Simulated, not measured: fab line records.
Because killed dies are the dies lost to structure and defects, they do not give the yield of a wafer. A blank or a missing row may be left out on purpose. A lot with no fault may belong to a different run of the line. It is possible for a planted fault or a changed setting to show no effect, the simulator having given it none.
The tool behind it: which one? -- flow gf180mcu -- 21 wafers sampled from 7 lots at 1 step of a route of 602

WHAT THE GAUGES SHOWED, per wafer
GF_CONTACT_THK_MEAS_01.
lot,measured,on,CONTACT_CVD_00_THK (nm)
L521,day 16 06:08,film metro-03,308 308 309
L525,day 17 11:28,film metro-03,312 315 312
L527,day 18 02:38,film metro-02,309 312 315
L530,day 19 05:54,film metro-03,306 307 309
L533,day 20 02:42,film metro-02,304 307 311
L535,day 21 00:02,film metro-03,307 308 308
L542,day 23 06:10,film metro-01,311 307 312

TOOL THAT RAN EACH LOT (tool first, then ch and the chambers of the sampled wafers, then the start)
Before these readings, the record contains no process step.

THE ANSWER, worked out from the rows above alone
Rule: usual is defined by the lots themselves. Put in order of their means at a reading, lots are off if they are a third of the lots or fewer, leave a main group of 4 or more, and stand apart from it by a gap of 3 or more times the standard deviation of the main group's means; of several such gaps the widest counts. A main group is skipped when, at the precision printed for the reading in the tables above, its means are all equal. Also off: a lot with no number at a reading for which 4 or more lots have one. Any other lot the step has rows for is counted as sound.
None of the lots is off at any reading shown; this tells nothing.

WHAT THE SIMULATOR HAD INSERTED
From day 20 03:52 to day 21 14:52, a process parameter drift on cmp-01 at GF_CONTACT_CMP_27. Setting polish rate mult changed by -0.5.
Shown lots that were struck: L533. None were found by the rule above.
